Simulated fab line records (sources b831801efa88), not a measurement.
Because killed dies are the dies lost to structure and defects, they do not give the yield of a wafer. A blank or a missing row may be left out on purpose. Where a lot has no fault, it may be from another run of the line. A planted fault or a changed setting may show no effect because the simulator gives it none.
Which tool is to blame? + flow sfq-line + at 1 step of a route of 325, 13 lots with 39 wafers sampled

WHAT THE GAUGES READ, wafer by wafer
SFQ_M2_RS_MEAS_914: measurement is done with a four-point probe. Usual: M2_NB_RS typically reads 0.888 ohm/sq, with standard deviation 0.01.
| lot  | measured     | on            | M2_NB_RS (ohm/sq) | flag |
|------|--------------|---------------|-------------------|------|
| L742 | day 16 02:10 | film-metro-04 | 0.909 0.911 0.912 |      |
| L743 | day 16 13:43 | film-metro-03 | 0.884 0.883 0.885 |      |
| L744 | day 16 19:42 | film-metro-03 | 0.885 0.890 0.876 |      |
| L746 | day 17 22:18 | film-metro-03 | 0.898 0.887 0.889 |      |
| L747 | day 18 14:05 | film-metro-01 | 0.871 0.882 0.888 |      |
| L748 | day 18 19:09 | film-metro-04 | 0.897 0.896 0.902 |      |
| L750 | day 19 15:18 | film-metro-04 | 0.904 0.895 0.890 |      |
| L751 | day 20 04:29 | film-metro-04 | 0.890 0.886 0.889 |      |
| L752 | day 20 11:54 | film-metro-03 | 0.879 0.888 0.883 |      |
| L753 | day 20 13:05 | film-metro-01 | 0.880 0.891 0.886 |      |
| L756 | day 22 08:59 | film-metro-03 | 0.879 0.880 0.881 |      |
| L760 | day 23 16:55 | film-metro-03 | 0.895 0.882 0.907 |      |
| L763 | day 25 00:55 | film-metro-04 | 0.872 0.881 0.883 |      |

EACH LOT AND THE TOOL THAT RAN IT (in order: tool; ch and the chambers of the sampled wafers; start)
The record shows no process step preceding these readings.

WHAT THE TOOLS THEMSELVES READ (means of the sampled wafers that have a number; where no wafer has one, the mark that the record gives instead)
The record holds no such reading with a usual standard deviation.

THE ANSWER, worked out from the rows above alone
Rule: lot off if the mean of its wafers having a number is beyond 3 standard deviations from the usual mean. A lot without any number at a reading at which 4 lots or more have one is off too. All remaining lots with rows at the step are treated as sound. First the gauges in route order, then the tools' own readings, where a lot's mean is used as printed above. The first step at which some lot is off is used, and at that step the reading that is off furthest; a lot without a number counts as furthest.
No lot is off on any of the readings shown, so nothing can be concluded from this.

WHAT HAD BEEN PUT IN BY THE SIMULATOR
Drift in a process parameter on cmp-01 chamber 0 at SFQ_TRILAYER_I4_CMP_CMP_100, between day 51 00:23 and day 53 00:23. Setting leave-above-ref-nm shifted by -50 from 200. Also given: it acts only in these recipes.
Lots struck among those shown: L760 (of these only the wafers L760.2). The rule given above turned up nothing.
